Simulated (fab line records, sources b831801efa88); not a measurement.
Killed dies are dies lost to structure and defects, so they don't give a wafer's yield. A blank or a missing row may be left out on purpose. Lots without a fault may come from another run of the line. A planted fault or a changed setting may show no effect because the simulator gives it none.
Tool commonality check | flow sky130 | 11 lots, 33 wafers sampled

WHY IT WAS OPENED
At SKY_RES_XHIGH_TW_MEAS_09 the reading RES_XHIGH_TW is flagged on 2 of 11 lots. Wafers without a fault read 1656, standard deviation 14.
Rule: a lot is flagged when every wafer of it that has a number lies more than 4 standard deviations from that mean, or none has a number. The other lots count as sound.

lot  | measured     | on            | RES_XHIGH_TW, wafer by wafer | flag
L214 | day 26 20:52 | film_metro-04 | 1655 1650 1654               |
L218 | day 27 20:58 | film_metro-04 | 1650 1663 1648               |
L221 | day 29 08:16 | film_metro-03 | 1684 1679 1683               |
L222 | day 29 08:36 | film_metro-02 | 2874 2889 2890               | FLAGGED
L223 | day 29 16:10 | film_metro-03 | 2935 2965 2944               | FLAGGED
L230 | day 32 03:30 | film_metro-04 | 1643 1642 1626               |
L232 | day 32 09:33 | film_metro-03 | 1669 1659 1667               |
L233 | day 32 18:57 | film_metro-03 | 1667 1671 1668               |
L234 | day 33 10:42 | film_metro-04 | 1640 1644 1642               |
L235 | day 33 12:34 | film_metro-03 | 1668 1663 1667               |
L236 | day 33 21:28 | film_metro-04 | 1647 1643 1647               |
The numbers of the flagged lots are 2916 on average: +1260 against the usual, or +90 standard deviations.

WHICH TOOL RAN EACH LOT
The record holds 2 process steps before the reading, out of a route of 708 steps. In each cell: the tool, then ch and the chambers that the sampled wafers went through, then the start.
lot  | flag    | SKY_POLY_CUT_ETCH_11               | SKY_SD_P_COAT_02
L214 |         | rie_diel-03 ch 0,1,2, day 24 09:40 | litho_track-04 ch 0, day 25 00:50
L218 |         | rie_diel-02 ch 1,2,3, day 25 12:05 | litho_track-02 ch 0, day 26 02:10
L221 |         | rie_diel-01 ch 0,1,2, day 27 01:07 | litho_track-02 ch 0, day 27 14:19
L222 | FLAGGED | rie_diel-03 ch 0,3, day 27 01:28   | litho_track-02, day 27 14:55
L223 | FLAGGED | rie_diel-03 ch 1,3, day 27 09:46   | litho_track-04, day 27 23:46
L230 |         | rie_diel-02 ch 0,1,2, day 29 23:29 | litho_track-02 ch 0, day 30 11:44
L232 |         | rie_diel-03 ch 1,3, day 30 04:47   | litho_track-04 ch 0, day 30 17:40
L233 |         | rie_diel-01 ch 0,2,3, day 30 13:28 | litho_track-04 ch 0, day 31 02:37
L234 |         | rie_diel-02 ch 0,3, day 31 04:21   | litho_track-02 ch 0, day 31 17:14
L235 |         | rie_diel-02 ch 1,2, day 31 07:17   | litho_track-04 ch 0, day 31 20:43
L236 |         | rie_diel-01 ch 1,2, day 31 15:44   | litho_track-04 ch 0, day 32 04:31
What these steps do:
- SKY_POLY_CUT_ETCH_11: etches Si3N4 in CF4/CH2F2/Ar, stops on poly-Si, time 42.5 s, target depth 60 nm.
- SKY_SD_P_COAT_02: resist thk 1140 nm.
- SKY_RES_XHIGH_TW_MEAS_09

FLAGGED OVER TOTAL, TOOL BY TOOL (the gauges that took the reading come last)
step                     | tool           | lots run | flagged | share of the flagged lots | sound lots run after its first flagged lot
SKY_POLY_CUT_ETCH_11     | rie_diel-01    | 3        | 0       | none                      | -
SKY_POLY_CUT_ETCH_11     | rie_diel-02    | 4        | 0       | none                      | -
SKY_POLY_CUT_ETCH_11     | rie_diel-03    | 4        | 2       | all                       | 1 (L232)
SKY_SD_P_COAT_02         | litho_track-02 | 5        | 1       | some                      | 2 (L230,L234)
SKY_SD_P_COAT_02         | litho_track-04 | 6        | 1       | some                      | 4 (L232,L233,L235,L236)
SKY_RES_XHIGH_TW_MEAS_09 | film_metro-02  | 1        | 1       | some                      | 0
SKY_RES_XHIGH_TW_MEAS_09 | film_metro-03  | 5        | 1       | some                      | 3 (L232,L233,L235)
SKY_RES_XHIGH_TW_MEAS_09 | film_metro-04  | 5        | 0       | none                      | -

WHAT THE TABLE ALLOWS
1 row of the table ran every flagged lot: rie_diel-03 at SKY_POLY_CUT_ETCH_11.
- rie_diel-03 at SKY_POLY_CUT_ETCH_11: 2 of its 4 lots flagged. Sound lots ran on it after the first flagged one (L232), which a lasting fault on the whole tool wouldn't allow.
No row of the table ran every flagged lot and no sound lot after the first.

WHAT THE SIMULATOR HAD PUT IN
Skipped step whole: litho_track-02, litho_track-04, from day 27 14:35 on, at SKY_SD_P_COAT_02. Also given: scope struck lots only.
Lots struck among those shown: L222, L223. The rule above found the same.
